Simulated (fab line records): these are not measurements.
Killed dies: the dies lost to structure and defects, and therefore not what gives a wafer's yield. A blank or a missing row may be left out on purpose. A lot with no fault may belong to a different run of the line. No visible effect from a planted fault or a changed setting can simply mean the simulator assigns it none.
Chamber matching -- flow sky130 -- rieDiel-04 running SKY_POLY_CUT_ETCH_10: 4 sister chambers
The step etches BARC in N2/H2, stops on SiO2, time 45.9 s, target depth 60 nm. 20 wafers are shown with their chamber, then 10 later ones without.

## WAFERS PAIRED WITH THEIR CHAMBERS
wafer,chamber,drypumpMotorCurrentA (A),oesProductAu (a.u.),throttleValvePct (%)
L074.1,0,5.5,0.856,13.217
L074.2,2,5.4,0.852,13.212
L074.4,0,5.5,0.859,13.219
L075.3,2,5.4,0.855,13.227
L075.4,0,5.5,0.862,13.227
L075.5,3,5.0,0.851,13.223
L077.1,2,5.3,0.857,13.237
L077.4,0,5.5,0.855,13.223
L077.5,3,5.0,0.844,13.213
L080.1,1,5.0,0.851,13.227
L080.4,3,5.0,0.855,13.229
L080.5,0,5.5,0.855,13.223
L086.3,3,5.0,0.857,13.224
L086.4,1,5.0,0.860,13.227
L086.5,0,5.5,0.860,13.230
L088.1,2,5.3,0.856,13.226
L088.4,0,5.4,0.861,13.226
L088.6,2,5.4,0.855,13.231
L089.1,3,5.0,0.861,13.232
L089.3,2,5.4,0.859,13.226

SIGNATURES, as means of the wafers listed above
reading,chamber 0,chamber 1,chamber 2,chamber 3,scatter within a chamber
drypumpMotorCurrentA,5.486,5.000,5.367,5.000,0.037
oesProductAu,0.85829,0.85550,0.85567,0.85360,0.00423
throttleValvePct,13.22357,13.22700,13.22650,13.22420,0.0065
Rule: for each reading, subtract the chamber's mean from the wafer's reading, divide by that reading's scatter and square the result; add these up over the readings and take the root, which gives the wafer's distance from the chamber. The wafer belongs to the nearest chamber; if the next one is less than 2 further off, it can't be placed. The scatter is the square root of a quotient: the sum, over the shown wafers, of each reading's squared deviation from its chamber's mean, divided by wafers minus chambers.

## WAFERS WITHOUT THEIR CHAMBER
wafer,drypumpMotorCurrentA (A),oesProductAu (a.u.),throttleValvePct (%)
L089.6,5.4,0.856,13.229
L090.2,5.0,0.855,13.201
L090.4,5.0,0.863,13.225
L090.5,5.5,0.858,13.222
L094.2,5.0,0.858,13.207
L094.5,5.0,0.851,13.220
L094.6,5.4,0.853,13.235
L097.1,5.0,0.847,13.206
L097.3,5.4,0.853,13.235
L097.4,5.5,0.839,13.234

## CHAMBER TAKEN BY EACH
wafer,from the rows above,in truth
L089.6,can't be placed: 2 or 0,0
L090.2,can't be placed: 3 or 1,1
L090.4,can't be placed: 1 or 3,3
L090.5,0,0
L094.2,can't be placed: 3 or 1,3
L094.5,can't be placed: 3 or 1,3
L094.6,can't be placed: 2 or 0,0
L097.1,can't be placed: 3 or 1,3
L097.3,can't be placed: 2 or 0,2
L097.4,can't be placed: 0 or 2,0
Placed correctly: 1 of 10. These rows do not allow placing 9 (true chamber among the candidates in 9). 0 placed wrongly.
